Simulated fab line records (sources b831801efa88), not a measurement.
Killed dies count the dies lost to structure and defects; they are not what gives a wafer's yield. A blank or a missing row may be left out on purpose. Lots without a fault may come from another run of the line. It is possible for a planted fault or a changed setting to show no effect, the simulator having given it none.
A struck lot beside a sound one :: flow sfq-line :: 24 steps out of a route of 325
Sound: the wafers L123.3, L123.4, L123.6. Wafers struck: L118.1, L118.2, L118.5. The cause is given at the end.
At each step with rows: each side's tool, then ch and its chambers, then its first start. Under that, the readings that differ: sound wafers :: struck wafers :: difference of the means :: sigmas: that difference in standard deviations of wafers without a fault.
alike: readings with means less than 2 such deviations apart, plus words and numbers identical on both sides. not compared: withheld readings, readings lacking a value on some wafer, bounds such as >300 that could conceal the same value, and numbers that have no deviation in the record and whose values overlap.
The two part at a step that has a row with sigmas, a row that says differs or no value, or rows on one side only. When numbers do not overlap yet have no deviation, they are printed without sigmas and do not part them. A reading missing from all wafers of one side parts the sides only when that side holds two or more wafers.

first, 6 steps without rows for these wafers: SFQ_TRILAYER_I0_VIA_LITHO_COAT_036 (resist thk 62 nm); SFQ_TRILAYER_I0_VIA_LITHO_COAT_031 (resist thk 650 nm); SFQ_TRILAYER_I0_VIA_LITHO_SOFTBAKE_035; SFQ_TRILAYER_I0_VIA_LITHO_EXPOSE_032 (exposes mask I0, target cd 500 nm); SFQ_TRILAYER_I0_VIA_LITHO_PEB_034 (peb time 60 s); SFQ_TRILAYER_I0_VIA_LITHO_DEVELOP_033 (time 60 s).
SFQ_I0_OVL_MEAS_908:
  sound on overlay-01, day 24 05:23; struck on overlay-01, day 22 11:15
  alike: I0_OVL
SFQ_TRILAYER_I0_VIA_BARC_OPEN_VIA_ETCH_046: etches BARC in O2, target depth 125 nm, time 41.7 s.
  sound on rie-diel-02 ch 0,2,3, day 24 05:25; struck on rie-diel-01 ch 0,2,3, day 22 11:17
  alike: drypump-motor-current-A, oes-product-au
  not compared: rf-hours-counter-h
SFQ_TRILAYER_I0_VIA_ETCH_VIA_ETCH_034: etches SiO2 in CHF3, stops on Nb, target depth 260 nm.
  sound on rie-diel-02 ch 0,2,3, day 24 05:27; struck on rie-diel-01 ch 0,2,3, day 22 11:19
  alike: drypump-motor-current-A, oes-product-au
SFQ_TRILAYER_I0_VIA_STRIP_STRIP_035: strips in O2.
  sound on rie-metal-02 ch 0,1, day 24 05:50; struck on rie-metal-01 ch 0,1, day 22 11:26
  alike: drypump-motor-current-A, he-backside-leak-sccm, oes-product-au
  not compared: rf-hours-counter-h
then, 2 steps without rows for these wafers: SFQ_TRILAYER_I0_VIA_STRIP_SOLV_CLEAN_036 (cleans in NMP, time 600 s); SFQ_TRILAYER_M1_DEP_PRE_CLEAN_038 (time 22.5 s).
SFQ_TRILAYER_M1_DEP_SPUTTER_037: material Nb, target thk 200 nm, time 133.3 s.
  sound on pvd-sputter-03, day 24 06:34; struck on pvd-sputter-06, day 22 12:40
reading: cathode-dc-power-W (W)
sound: 2000.2 2000.1 2000.2
struck: 2000.0 1999.2 1999.2
difference: -0.7
sigmas: -2
  alike: throttle-valve-pct
SFQ_M1_RS_MEAS_909: measurement is done with a four-point probe.
  sound on film-metro-03, day 24 06:42; struck on film-metro-01, day 22 12:46
reading: M1_NB_RS (ohm/sq)
sound: 0.890 0.890 0.900
struck: 0.439 0.440 0.438
difference: -0.454
sigmas: -47
then, 6 steps without rows for these wafers: SFQ_TRILAYER_M1_LITHO_COAT_044 (resist thk 62 nm); SFQ_TRILAYER_M1_LITHO_COAT_039 (resist thk 600 nm); SFQ_TRILAYER_M1_LITHO_SOFTBAKE_043; SFQ_TRILAYER_M1_LITHO_EXPOSE_040 (exposes mask M1, target cd 500 nm); SFQ_TRILAYER_M1_LITHO_PEB_042 (peb time 60 s); SFQ_TRILAYER_M1_LITHO_DEVELOP_041 (time 60 s).
-- the record jumps here: 7 days lie between the struck wafers' starts before and after --
SFQ_M1_OVL_MEAS_911:
  sound on overlay-01, day 30 23:23; struck on overlay-02, day 29 05:22
reading: M1_OVL (nm)
sound: -3 -2 5
struck: 11 14 6
difference: +10
sigmas: +2
SFQ_TRILAYER_M1_BARC_OPEN_METAL_ETCH_054: etches BARC in O2, target depth 125 nm, time 41.7 s.
  sound on rie-metal-02 ch 0,1, day 30 23:25; struck on rie-metal-04 ch 0,1, day 29 05:24
  alike: drypump-motor-current-A, he-backside-leak-sccm, oes-product-au
  not compared: rf-hours-counter-h
SFQ_TRILAYER_M1_ETCH_METAL_ETCH_042: etches Nb in Cl2/Ar, stops on SiO2, target depth 240 nm, time 120 s.
  sound on rie-metal-02 ch 0,1, day 30 23:30; struck on rie-metal-04 ch 0,1, day 29 05:28
reading: oes-product-au (a.u.)
sound: 0.901 0.892 0.884
struck: 0.998 0.998 0.996
difference: +0.105
sigmas: +14

reading: model.etch.depth-nm (nm)
sound: 199.7 199.8 197.8
struck: 239.1 239.5 240.8
difference: +40.7
sigmas: 

reading: model.M1.feature-depth-nm (nm)
sound: 199.7 199.8 197.8
struck: 239.1 239.5 240.8
difference: +40.7
sigmas: 
  alike: drypump-motor-current-A, he-backside-leak-sccm
  not compared: rf-hours-counter-h
SFQ_TRILAYER_M1_STRIP_STRIP_043: strips in O2.
  sound on rie-metal-02 ch 0,1, day 30 23:47; struck on rie-metal-04 ch 0,1, day 29 05:35
  alike: drypump-motor-current-A, he-backside-leak-sccm, oes-product-au
  not compared: rf-hours-counter-h

WHERE THEY PART
At SFQ_TRILAYER_M1_DEP_SPUTTER_037 first; at SFQ_TRILAYER_M1_ETCH_METAL_ETCH_042 last (within this record only). Later steps at which nothing parts them and some readings are alike: SFQ_TRILAYER_M1_STRIP_STRIP_043.

WHY: whatever the simulator had introduced
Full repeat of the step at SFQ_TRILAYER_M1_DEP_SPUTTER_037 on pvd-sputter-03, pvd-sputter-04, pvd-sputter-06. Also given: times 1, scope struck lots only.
